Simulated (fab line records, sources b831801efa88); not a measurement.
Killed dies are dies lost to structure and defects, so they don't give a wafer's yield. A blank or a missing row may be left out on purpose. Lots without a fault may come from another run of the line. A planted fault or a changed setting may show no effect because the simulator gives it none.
Chamber matching | flow sky130 | SKY_CONTACT_CMP_27 on cmp-01: 4 sister chambers
The step polishes, stops on SiO2, t overpolish 15 s, target thk 0 nm. 4 wafers are shown with their chamber, then 7 later ones without.

WAFERS WITH THEIR CHAMBER
wafer  | chamber | motor_current_A (A)
L781.2 | 2       | 10.6
L782.6 | 3       | 11.7
L783.2 | 1       | 9.7
L783.3 | 0       | 11.4

WAFERS WITHOUT THEIR CHAMBER
wafer  | motor_current_A (A)
L783.4 | 11.3
L784.1 | 10.4
L784.2 | 11.1
L784.5 | 10.1
L785.5 | 10.6
L785.6 | 10.9
L786.4 | 10.7

WHICH CHAMBER EACH WENT THROUGH
wafer  | from the rows above          | in truth
L783.4 | can't be placed: 0 or 3      | 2
L784.1 | 2                            | 2
L784.2 | can't be placed: 0 or 2 or 3 | 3
L784.5 | can't be placed: 1 or 2      | 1
L785.5 | 2                            | 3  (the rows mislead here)
L785.6 | can't be placed: 2 or 0      | 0
L786.4 | 2                            | 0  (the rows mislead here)
Placed correctly: 1 of 7. Can't be placed from these rows: 4 (the true chamber is among the candidates in 3). Placed wrongly: 2.
How it was worked out, from the rows above alone: a wafer's distance from a chamber is the root of the sum, over the readings, of the square of ((its reading less the chamber's mean) divided by the reading's scatter). The wafer belongs to the nearest chamber; if the next one is less than 2 further off, it can't be placed. A chamber's mean is the mean of its shown wafers. The scatter: with one shown wafer a chamber, the root of the mean of the squares of how far each hidden wafer lies from its nearest shown one.
